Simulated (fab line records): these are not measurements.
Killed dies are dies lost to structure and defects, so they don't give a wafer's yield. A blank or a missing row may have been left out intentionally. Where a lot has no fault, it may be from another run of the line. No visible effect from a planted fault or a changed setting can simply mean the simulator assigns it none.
Which of the tools did it? / flow sky130 / 39 wafers from 13 lots sampled at 5 of the route's 708 steps

## WHAT EACH GAUGE READ, for each wafer
SKY_NWELL_THK_MEAS_02. Usual: NWELL_OXIDATION_THK 10.02 nm, standard deviation 0.18.
lot=L292; measured=day 2 11:50; on=film-metro-04; NWELL_OXIDATION_THK (nm)=9.80 9.88 9.64; flag=
lot=L295; measured=day 3 06:26; on=film-metro-01; NWELL_OXIDATION_THK (nm)=10.15 10.20 10.19; flag=
lot=L296; measured=day 3 10:18; on=film-metro-01; NWELL_OXIDATION_THK (nm)=9.76 9.88 9.77; flag=
lot=L297; measured=day 3 15:44; on=film-metro-01; NWELL_OXIDATION_THK (nm)=9.94 10.26 10.07; flag=
lot=L298; measured=day 3 17:07; on=film-metro-01; NWELL_OXIDATION_THK (nm)=10.03 10.08 10.02; flag=
lot=L300; measured=day 4 11:59; on=film-metro-01; NWELL_OXIDATION_THK (nm)=9.86 10.05 9.76; flag=
lot=L301; measured=day 4 20:10; on=film-metro-02; NWELL_OXIDATION_THK (nm)=9.96 9.91 10.02; flag=
lot=L304; measured=day 5 05:23; on=film-metro-04; NWELL_OXIDATION_THK (nm)=10.32 10.33 10.21; flag=
lot=L305; measured=day 5 09:38; on=film-metro-02; NWELL_OXIDATION_THK (nm)=10.12 10.01 10.20; flag=
lot=L306; measured=day 5 14:04; on=film-metro-01; NWELL_OXIDATION_THK (nm)=10.08 9.89 9.82; flag=
lot=L308; measured=day 6 00:32; on=film-metro-01; NWELL_OXIDATION_THK (nm)=10.16 9.90 9.94; flag=
lot=L311; measured=day 6 15:58; on=film-metro-01; NWELL_OXIDATION_THK (nm)=9.93 9.90 9.99; flag=
lot=L312; measured=day 6 20:03; on=film-metro-01; NWELL_OXIDATION_THK (nm)=10.27 10.14 10.44; flag=

SKY_NWELL_OVL_MEAS_23. Usual: NWELL_01_OVL -0.1 nm, standard deviation 1.4.
lot=L292; measured=day 5 05:37; on=overlay-01; NWELL_01_OVL (nm)=0.6 1.2 0.1; flag=
lot=L295; measured=day 6 02:49; on=overlay-01; NWELL_01_OVL (nm)=0.0 1.3 1.4; flag=
lot=L296; measured=day 6 09:34; on=overlay-01; NWELL_01_OVL (nm)=-1.0 -1.5 -0.6; flag=
lot=L297; measured=day 6 14:22; on=overlay-02; NWELL_01_OVL (nm)=-0.3 -0.2 0.1; flag=
lot=L298; measured=day 6 15:19; on=overlay-01; NWELL_01_OVL (nm)=-0.7 0.6 -1.6; flag=
lot=L300; measured=day 7 13:41; on=overlay-02; NWELL_01_OVL (nm)=-1.3 -0.6 -2.0; flag=
lot=L301; measured=day 7 23:50; on=overlay-02; NWELL_01_OVL (nm)=-1.1 1.7 1.3; flag=
lot=L304; measured=day 8 09:19; on=overlay-01; NWELL_01_OVL (nm)=-0.1 -0.1 -0.9; flag=
lot=L305; measured=day 8 14:43; on=overlay-01; NWELL_01_OVL (nm)=-0.8 -0.6 -2.3; flag=
lot=L306; measured=day 8 20:13; on=overlay-01; NWELL_01_OVL (nm)=-1.0 0.2 -1.1; flag=
lot=L308; measured=day 9 08:04; on=overlay-01; NWELL_01_OVL (nm)=0.4 0.1 0.7; flag=
lot=L311; measured=day 10 13:43; on=overlay-02; NWELL_01_OVL (nm)=-0.6 -1.3 1.5; flag=
lot=L312; measured=day 10 08:11; on=overlay-02; NWELL_01_OVL (nm)=1.6 0.1 0.2; flag=

SKY_VT_ADJUST_NCORE_TW_MEAS_11. Usual: VT_ADJUST_NCORE_TW 220.3, standard deviation 1.5.
lot=L292; measured=day 8 11:16; on=film-metro-03; VT_ADJUST_NCORE_TW=219.1 219.5 217.7; flag=
lot=L295; measured=day 9 12:10; on=film-metro-03; VT_ADJUST_NCORE_TW=219.0 219.4 219.3; flag=
lot=L296; measured=day 9 20:05; on=film-metro-04; VT_ADJUST_NCORE_TW=219.5 219.2 219.7; flag=
lot=L297; measured=day 10 02:47; on=film-metro-02; VT_ADJUST_NCORE_TW=222.3 222.2 222.9; flag=
lot=L298; measured=day 10 03:40; on=film-metro-04; VT_ADJUST_NCORE_TW=218.8 219.8 220.3; flag=
lot=L300; measured=day 11 05:34; on=film-metro-04; VT_ADJUST_NCORE_TW=219.8 219.6 221.0; flag=
lot=L301; measured=day 11 16:11; on=film-metro-02; VT_ADJUST_NCORE_TW=222.6 221.6 221.8; flag=
lot=L304; measured=day 12 05:20; on=film-metro-04; VT_ADJUST_NCORE_TW=220.8 220.2 219.3; flag=
lot=L305; measured=day 12 10:10; on=film-metro-02; VT_ADJUST_NCORE_TW=220.7 220.9 221.6; flag=
lot=L306; measured=day 12 17:33; on=film-metro-03; VT_ADJUST_NCORE_TW=218.0 219.2 218.4; flag=
lot=L308; measured=day 13 08:23; on=film-metro-04; VT_ADJUST_NCORE_TW=220.4 220.9 220.7; flag=
lot=L311; measured=day 14 16:16; on=film-metro-04; VT_ADJUST_NCORE_TW=219.9 220.3 220.1; flag=
lot=L312; measured=day 14 10:08; on=film-metro-02; VT_ADJUST_NCORE_TW=30.4 30.2 30.5; flag=OFF

## WHAT TOOL EACH LOT RAN ON (gives the tool, then ch and the chambers of the sampled wafers, and finally the start)
lot=L292; SKY_VT_ADJUST_LVTN_STRIP_20=plasma-asher-02 ch 0,1, day 7 14:11; SKY_VT_ADJUST_NCORE_STRIP_10=plasma-asher-03 ch 0,1, day 8 11:10
lot=L295; SKY_VT_ADJUST_LVTN_STRIP_20=plasma-asher-02 ch 0,1, day 8 14:32; SKY_VT_ADJUST_NCORE_STRIP_10=plasma-asher-02 ch 0,1, day 9 12:04
lot=L296; SKY_VT_ADJUST_LVTN_STRIP_20=plasma-asher-04 ch 0,1, day 8 22:49; SKY_VT_ADJUST_NCORE_STRIP_10=plasma-asher-03 ch 0,1, day 9 19:59
lot=L297; SKY_VT_ADJUST_LVTN_STRIP_20=plasma-asher-04 ch 0,1, day 9 05:08; SKY_VT_ADJUST_NCORE_STRIP_10=plasma-asher-01 ch 0,1, day 10 02:41
lot=L298; SKY_VT_ADJUST_LVTN_STRIP_20=plasma-asher-03 ch 0,1, day 9 05:33; SKY_VT_ADJUST_NCORE_STRIP_10=plasma-asher-02 ch 0,1, day 10 03:34
lot=L300; SKY_VT_ADJUST_LVTN_STRIP_20=plasma-asher-04 ch 0,1, day 10 06:51; SKY_VT_ADJUST_NCORE_STRIP_10=plasma-asher-02 ch 0,1, day 11 05:28
lot=L301; SKY_VT_ADJUST_LVTN_STRIP_20=plasma-asher-03 ch 0,1, day 10 16:28; SKY_VT_ADJUST_NCORE_STRIP_10=plasma-asher-03 ch 0,1, day 11 16:06
lot=L304; SKY_VT_ADJUST_LVTN_STRIP_20=plasma-asher-03 ch 0,1, day 11 04:35; SKY_VT_ADJUST_NCORE_STRIP_10=plasma-asher-01 ch 0,1, day 12 05:13
lot=L305; SKY_VT_ADJUST_LVTN_STRIP_20=plasma-asher-03 ch 0,1, day 11 09:58; SKY_VT_ADJUST_NCORE_STRIP_10=plasma-asher-03 ch 0,1, day 12 10:04
lot=L306; SKY_VT_ADJUST_LVTN_STRIP_20=plasma-asher-03 ch 0,1, day 11 17:07; SKY_VT_ADJUST_NCORE_STRIP_10=plasma-asher-01 ch 0,1, day 12 17:28
lot=L308; SKY_VT_ADJUST_LVTN_STRIP_20=plasma-asher-02 ch 0,1, day 12 06:28; SKY_VT_ADJUST_NCORE_STRIP_10=plasma-asher-01 ch 0,1, day 13 08:16
lot=L311; SKY_VT_ADJUST_LVTN_STRIP_20=plasma-asher-04 ch 0,1, day 13 14:41; SKY_VT_ADJUST_NCORE_STRIP_10=plasma-asher-03 ch 0, day 14 16:10
lot=L312; SKY_VT_ADJUST_LVTN_STRIP_20=plasma-asher-02 ch 0,1, day 13 08:45; SKY_VT_ADJUST_NCORE_STRIP_10=plasma-asher-01 ch 0, day 14 10:01
- SKY_VT_ADJUST_LVTN_STRIP_20: strips in O2/N2.
- SKY_VT_ADJUST_NCORE_STRIP_10: strips in O2/N2.

## WHAT THE TOOLS THEMSELVES READ (means of the sampled wafers that have a number; where no wafer has one, the mark that the record gives instead)
SKY_VT_ADJUST_LVTN_STRIP_20. Usual: drypump-motor-current-A 5.7 A, standard deviation 0.44; oes-product-au 0.716 a.u., standard deviation 0.0047; strip-time-to-endpoint-s 14.20 s, standard deviation 0.043.
lot=L292; tool=plasma-asher-02; drypump-motor-current-A (A)=5.1; oes-product-au (a.u.)=0.718; strip-time-to-endpoint-s (s)=14.18; flag=
lot=L295; tool=plasma-asher-02; drypump-motor-current-A (A)=5.1; oes-product-au (a.u.)=0.715; strip-time-to-endpoint-s (s)=14.25; flag=
lot=L296; tool=plasma-asher-04; drypump-motor-current-A (A)=6.0; oes-product-au (a.u.)=0.718; strip-time-to-endpoint-s (s)=14.23; flag=
lot=L297; tool=plasma-asher-04; drypump-motor-current-A (A)=6.0; oes-product-au (a.u.)=0.718; strip-time-to-endpoint-s (s)=14.20; flag=
lot=L298; tool=plasma-asher-03; drypump-motor-current-A (A)=5.8; oes-product-au (a.u.)=0.719; strip-time-to-endpoint-s (s)=14.25; flag=
lot=L300; tool=plasma-asher-04; drypump-motor-current-A (A)=5.9; oes-product-au (a.u.)=0.718; strip-time-to-endpoint-s (s)=14.26; flag=
lot=L301; tool=plasma-asher-03; drypump-motor-current-A (A)=5.8; oes-product-au (a.u.)=0.721; strip-time-to-endpoint-s (s)=14.23; flag=
lot=L304; tool=plasma-asher-03; drypump-motor-current-A (A)=6.0; oes-product-au (a.u.)=0.715; strip-time-to-endpoint-s (s)=14.22; flag=
lot=L305; tool=plasma-asher-03; drypump-motor-current-A (A)=5.8; oes-product-au (a.u.)=0.712; strip-time-to-endpoint-s (s)=14.17; flag=
lot=L306; tool=plasma-asher-03; drypump-motor-current-A (A)=5.8; oes-product-au (a.u.)=0.721; strip-time-to-endpoint-s (s)=14.17; flag=
lot=L308; tool=plasma-asher-02; drypump-motor-current-A (A)=5.5; oes-product-au (a.u.)=0.712; strip-time-to-endpoint-s (s)=14.21; flag=
lot=L311; tool=plasma-asher-04; drypump-motor-current-A (A)=6.0; oes-product-au (a.u.)=0.718; strip-time-to-endpoint-s (s)=14.13; flag=
lot=L312; tool=plasma-asher-02; drypump-motor-current-A (A)=5.1; oes-product-au (a.u.)=0.916; strip-time-to-endpoint-s (s)=-; flag=OFF

SKY_VT_ADJUST_NCORE_STRIP_10. Usual: drypump-motor-current-A 5.8 A, standard deviation 0.41; oes-product-au 0.716 a.u., standard deviation 0.0048; strip-time-to-endpoint-s 14.19 s, standard deviation 0.036.
lot=L292; tool=plasma-asher-03; drypump-motor-current-A (A)=6.0; oes-product-au (a.u.)=0.713; strip-time-to-endpoint-s (s)=14.17; flag=
lot=L295; tool=plasma-asher-02; drypump-motor-current-A (A)=5.1; oes-product-au (a.u.)=0.712; strip-time-to-endpoint-s (s)=14.18; flag=
lot=L296; tool=plasma-asher-03; drypump-motor-current-A (A)=6.0; oes-product-au (a.u.)=0.718; strip-time-to-endpoint-s (s)=14.18; flag=
lot=L297; tool=plasma-asher-01; drypump-motor-current-A (A)=5.8; oes-product-au (a.u.)=0.720; strip-time-to-endpoint-s (s)=14.22; flag=
lot=L298; tool=plasma-asher-02; drypump-motor-current-A (A)=5.1; oes-product-au (a.u.)=0.717; strip-time-to-endpoint-s (s)=14.25; flag=
lot=L300; tool=plasma-asher-02; drypump-motor-current-A (A)=5.1; oes-product-au (a.u.)=0.719; strip-time-to-endpoint-s (s)=14.21; flag=
lot=L301; tool=plasma-asher-03; drypump-motor-current-A (A)=5.8; oes-product-au (a.u.)=0.720; strip-time-to-endpoint-s (s)=14.16; flag=
lot=L304; tool=plasma-asher-01; drypump-motor-current-A (A)=6.1; oes-product-au (a.u.)=0.715; strip-time-to-endpoint-s (s)=14.21; flag=
lot=L305; tool=plasma-asher-03; drypump-motor-current-A (A)=6.0; oes-product-au (a.u.)=0.709; strip-time-to-endpoint-s (s)=14.14; flag=
lot=L306; tool=plasma-asher-01; drypump-motor-current-A (A)=5.8; oes-product-au (a.u.)=0.721; strip-time-to-endpoint-s (s)=14.20; flag=
lot=L308; tool=plasma-asher-01; drypump-motor-current-A (A)=6.1; oes-product-au (a.u.)=0.714; strip-time-to-endpoint-s (s)=14.22; flag=
lot=L311; tool=plasma-asher-03; drypump-motor-current-A (A)=5.7; oes-product-au (a.u.)=0.718; strip-time-to-endpoint-s (s)=14.18; flag=
lot=L312; tool=plasma-asher-01; drypump-motor-current-A (A)=6.3; oes-product-au (a.u.)=0.717; strip-time-to-endpoint-s (s)=23.47; flag=OFF

## THE ANSWER, worked out from the rows above alone
Rule: a lot is off if the mean of its wafers that have a number lies more than 3 standard deviations from the usual mean. Also off: a lot with no number at a reading for which 4 or more lots have one. Any other lot the step has rows for is counted as sound. After the gauges, taken in route order, come the tools' own readings; for these a lot's mean is taken, as printed above. At the first step where some lot is off, the reading lying furthest off is the one used; lots without a number count as furthest.
Off: at SKY_VT_ADJUST_NCORE_TW_MEAS_11 (VT_ADJUST_NCORE_TW), L312.
A tool fits if, at a process step before that reading, it ran every lot that is off, and no sound lot after the first of them. The gauges at SKY_VT_ADJUST_NCORE_TW_MEAS_11 aren't tried: what is off there is off at SKY_VT_ADJUST_LVTN_STRIP_20 too, on other tools, and a gauge's error can't cause that. 2 tools fit, plasma-asher-02 at SKY_VT_ADJUST_LVTN_STRIP_20 and plasma-asher-01 at SKY_VT_ADJUST_NCORE_STRIP_10, so this cannot tell which one it is.

## WHAT HAD BEEN PUT IN BY THE SIMULATOR
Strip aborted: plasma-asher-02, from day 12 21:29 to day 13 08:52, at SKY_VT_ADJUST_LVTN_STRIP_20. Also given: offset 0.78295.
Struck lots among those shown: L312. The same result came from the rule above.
